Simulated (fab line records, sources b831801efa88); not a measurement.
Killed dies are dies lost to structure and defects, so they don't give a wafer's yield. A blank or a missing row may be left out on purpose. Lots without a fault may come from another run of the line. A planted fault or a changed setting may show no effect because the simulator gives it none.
One fault seen from 2 desks | flow sky130 | each desk has only its own numbers; what lay behind them comes last

THE METROLOGY DESK
What the gauges read, lot by lot, whatever tool the lot ran on: means of the sampled wafers that have a number. A lot is out of limits, marked OUT, if its mean lies more than 4 standard deviations from the usual mean; the brackets give that distance.
Columns: A = VT_ADJUST_LVTN_01_OVL at SKY_VT_ADJUST_LVTN_OVL_MEAS_18, usual 0.0 nm; B = SONOS_ONO_OXIDATION_THK at SKY_SONOS_ONO_THK_MEAS_01, usual 2.62 nm
lot  | first seen here | A    | B
L886 | day 7 23:37     | -0.5 | 2.55
L888 | day 8 15:22     | 0.5  | 2.63
L889 | day 8 19:08     | -1.3 | 2.64
L892 | day 9 14:02     | 0.6  | 2.65
L897 | day 10 23:41    | -0.6 | 2.71
L899 | day 11 16:17    | -1.3 | 2.65
L900 | day 11 21:47    | -1.7 | 2.56
L904 | day 13 01:32    | -0.9 | 2.54
L905 | day 13 13:13    | -0.3 | 2.69
L906 | day 13 19:41    | 0.3  | 2.51
This desk's finding: nothing out of limits on any of the 10 lots.

THE TOOL OWNER'S DESK: rie_metal-04
The tool's own readings at SKY_METAL2_METAL_ETCH_19 (etches the open film in Cl2/BCl3, stops on SiO2, target depth 360 nm, time 78 s): means of the sampled wafers that have a number, for each lot that ran on this tool. A lot is out of limits, marked OUT, if its mean lies more than 4 standard deviations from the usual mean; the brackets give that distance.
Columns: A = bcl3_flow_sccm at SKY_METAL2_METAL_ETCH_19, usual 29.99 sccm; B = chamber_pressure_mTorr at SKY_METAL2_METAL_ETCH_19, usual 10.000 mTorr; C = drypump_motor_current_A at SKY_METAL2_METAL_ETCH_19, usual 5.8 A; D = oes_product_au at SKY_METAL2_METAL_ETCH_19, usual 0.854 a.u.; E = run_length_s at SKY_METAL2_METAL_ETCH_19, usual 106.4 s; F = throttle_valve_pct at SKY_METAL2_METAL_ETCH_19, usual 22.264 %
lot  | first seen here | A     | B      | C   | D                | E     | F
L886 | day 35 17:56    | 29.98 | 9.996  | 5.6 | 0.853            | 106.5 | 22.269
L889 | day 36 08:17    | 29.96 | 10.002 | 5.9 | 0.855            | 106.5 | 22.262
L897 | day 38 20:32    | 29.99 | 10.005 | 5.8 | 0.881 (+5.3) OUT | 104.2 | 22.262
L899 | day 39 12:59    | 29.88 | 9.995  | 5.9 | 0.879 (+5.1) OUT | 104.1 | 22.262
This desk's finding: out of limits on L897, L899; first on L897, day 38 20:32 (oes_product_au at SKY_METAL2_METAL_ETCH_19). In limits: L886, L889.

PUT TOGETHER
The tool owner's desk could have raised an alarm at day 38 20:32, on L897, L899.
The metrology desk saw nothing out of limits.
The metrology desk has L897, L899 on record, within its limits.
Of the lots named, all ran SKY_METAL2_METAL_ETCH_19 on rie_metal-04.

WHAT THE SIMULATOR HAD PUT IN
Process parameter drift: rie_metal-04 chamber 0, from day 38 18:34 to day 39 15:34, at SKY_METAL2_METAL_ETCH_19. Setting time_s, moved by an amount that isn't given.
Lots struck among those shown: L897, L899.
Hours from the fault's start to each desk's first reading out of limits: the tool owner's desk, 2.
